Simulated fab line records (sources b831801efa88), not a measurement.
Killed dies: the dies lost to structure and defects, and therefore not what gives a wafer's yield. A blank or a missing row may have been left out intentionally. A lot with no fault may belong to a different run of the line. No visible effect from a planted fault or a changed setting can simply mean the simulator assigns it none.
Which tool is to blame? ; flow sky130 ; 36 wafers from 12 lots sampled at 5 of the route's 708 steps

== WHAT EACH GAUGE READ, for each wafer ==
SKY_RES_PROTECT_TW_MEAS_08.
lot;measured;on;POLY_GATE_TW
L263;day 14 20:29;film_metro-03;4036 4028 4022
L264;day 15 13:44;film_metro-03;4019 4025 4009
L268;day 16 23:44;film_metro-03;4035 4050 4045
L272;day 18 06:32;film_metro-03;4072 4078 4065
L273;day 18 15:09;film_metro-03;4049 4051 4060
L275;day 19 09:30;film_metro-03;3979 4005 4022
L277;day 20 01:45;film_metro-04;3999 4008 4024
L279;day 21 07:04;film_metro-03;4048 4065 4030
L280;day 21 11:32;film_metro-02;4016 4028 4012
L281;day 21 16:59;film_metro-03;4051 4020 4051
L284;day 22 17:57;film_metro-03;4023 4036 4004
L285;day 23 02:44;film_metro-02;4071 4043 4047

SKY_POLY_GATE_CD_MEAS_13 targets a cd of 150 nm.
lot;measured;on;cd_nm (nm)
L263;day 16 02:55;cd_sem-02;152.8 152.4 151.2
L264;day 16 20:00;cd_sem-01;150.1 149.2 148.8
L268;day 18 07:19;cd_sem-02;149.8 148.7 149.6
L272;day 19 17:05;cd_sem-01;151.9 151.6 152.1
L273;day 20 00:16;cd_sem-02;147.3 147.6 148.0
L275;day 20 20:49;cd_sem-01;151.9 151.7 151.8
L277;day 21 11:01;cd_sem-02;149.3 148.5 148.6
L279;day 22 15:57;cd_sem-02;151.0 151.8 150.7
L280;day 22 20:02;cd_sem-02;150.3 152.1 151.3
L281;day 23 01:02;cd_sem-01;150.5 150.2 150.9
L284;day 24 05:13;cd_sem-02;149.8 148.3 150.0
L285;day 24 10:17;cd_sem-02;149.0 149.1 148.7

SKY_LDD_HVN_TW_MEAS_10.
lot;measured;on;LDD_HVN_TW
L263;day 20 03:11;film_metro-04;1773 1770 1768
L264;day 20 19:23;film_metro-04;1420 1423 1426
L268;day 22 09:56;film_metro-04;1426 1419 1423
L272;day 23 17:14;film_metro-04;1773 1781 1780
L273;day 24 00:19;film_metro-01;1787 1789 1782
L275;day 24 19:11;film_metro-02;1437 1431 1426
L277;day 25 07:59;film_metro-04;1437 1427 1433
L279;day 26 13:24;film_metro-04;1421 1422 1428
L280;day 26 15:46;film_metro-01;1437 1442 1432
L281;day 26 21:38;film_metro-01;1438 1444 1431
L284;day 28 00:11;film_metro-02;1433 1432 1424
L285;day 28 05:34;film_metro-01;1436 1435 1437

== WHICH TOOL RAN EACH LOT (tool, then ch and the chambers of the sampled wafers, then the start) ==
lot;SKY_POLY_GATE_ETCH_16;SKY_LDD_HVN_IMPLANT_08
L263;rie_diel-02 ch 0,2, day 16 03:08;implanter-02 ch 0, day 20 02:38
L264;rie_diel-03 ch 1,2,3, day 16 20:13;implanter-03 ch 0, day 20 19:08
L268;rie_diel-03 ch 1,2,3, day 18 07:32;implanter-01 ch 0, day 22 09:41
L272;rie_diel-02 ch 0,2,3, day 19 17:20;implanter-01 ch 0, day 23 16:40
L273;rie_diel-03 ch 0,3, day 20 00:28;implanter-02 ch 0, day 23 23:25 and implanter-01 ch 0, day 23 23:59
L275;rie_diel-04 ch 0,1,3, day 20 21:01;implanter-02 ch 0, day 24 18:58
L277;rie_diel-02 ch 1,3, day 21 11:19;implanter-01 ch 0, day 25 07:46
L279;rie_diel-03 ch 1,2, day 22 16:08;implanter-02 ch 0, day 26 13:11
L280;rie_diel-04 ch 1,2, day 22 20:16;implanter-03 ch 0, day 26 15:31
L281;rie_diel-03 ch 2,3, day 23 01:16;implanter-03 ch 0, day 26 21:22
L284;rie_diel-04 ch 0,1, day 24 05:25;implanter-02 ch 0, day 27 23:58
L285;rie_diel-02 ch 0,3, day 24 10:31;implanter-02 ch 0, day 28 05:19
- SKY_POLY_GATE_ETCH_16: etches Si3N4 in CH3F/O2, stops on poly-Si, time 147.5 s, target depth 75 nm.
- SKY_LDD_HVN_IMPLANT_08

== AS READ BY THE TOOLS THEMSELVES (means over the sampled wafers that have a number; for cases with no such wafer, the mark the record gives instead) ==
SKY_POLY_GATE_ETCH_16.
lot;tool;O2_flow_sccm (sccm);chamber_pressure_mTorr (mTorr);drypump_motor_current_A (A);oes_product_au (a.u.);throttle_valve_pct (%)
L263;rie_diel-02;29.94;25.017;5.9;0.632;10.542
L264;rie_diel-03;30.07;25.011;5.3;0.642;10.536
L268;rie_diel-03;29.97;25.004;5.3;0.643;10.539
L272;rie_diel-02;30.00;25.003;5.8;0.642;10.523
L273;rie_diel-03;30.03;25.008;5.9;0.641;10.541
L275;rie_diel-04;30.09;24.996;5.6;0.636;10.538
L277;rie_diel-02;30.07;25.006;5.5;0.637;10.530
L279;rie_diel-03;29.96;24.994;5.3;0.640;10.536
L280;rie_diel-04;30.03;24.988;5.6;0.643;10.534
L281;rie_diel-03;30.04;25.029;5.1;0.639;10.522
L284;rie_diel-04;30.01;24.980;5.7;0.638;10.529
L285;rie_diel-02;30.06;24.992;5.9;0.638;10.536

SKY_LDD_HVN_IMPLANT_08.
lot;tool;end_station_pressure_torr (Torr)
L263;implanter-02;5.04e-06
L264;implanter-03;5.11e-06
L268;implanter-01;5.03e-06
L272;implanter-01;4.99e-06
L273;implanter-02/implanter-01;5.14e-06
L275;implanter-02;5.22e-06
L277;implanter-01;5.01e-06
L279;implanter-02;5.13e-06
L280;implanter-03;5.13e-06
L281;implanter-03;4.90e-06
L284;implanter-02;5.22e-06
L285;implanter-02;5.20e-06

== THE ANSWER, worked out from the rows above alone ==
Rule: the usual values come from the lots themselves. The widest of any qualifying gaps counts: lots, ordered by their means at a reading, are off when they make up no more than a third of the lots, leave a main group of 4 or more, and stand apart from it by 3 or more times the standard deviation of that group's means. If all means in a main group match to the digits the tables above print for the reading, that group is not used. Also off: a lot with no number at a reading for which 4 or more lots have one. All remaining lots with rows at the step are treated as sound. After the gauges, taken in route order, come the tools' own readings; for these a lot's mean is taken, as printed above. The first step at which some lot is off is used, and at that step the reading that is off furthest; a lot without a number counts as furthest.
Off: L263, L272, L273, seen at SKY_LDD_HVN_TW_MEAS_10 (LDD_HVN_TW). The main group: mean 1430, standard deviation 5.7.
If a tool, at a process step before that reading, ran all the lots that are off and no sound lot after the first of them, it fits. The gauges at SKY_LDD_HVN_TW_MEAS_10 are tried like those tools. None of those tried fits.

== WHAT HAD BEEN PUT IN BY THE SIMULATOR ==
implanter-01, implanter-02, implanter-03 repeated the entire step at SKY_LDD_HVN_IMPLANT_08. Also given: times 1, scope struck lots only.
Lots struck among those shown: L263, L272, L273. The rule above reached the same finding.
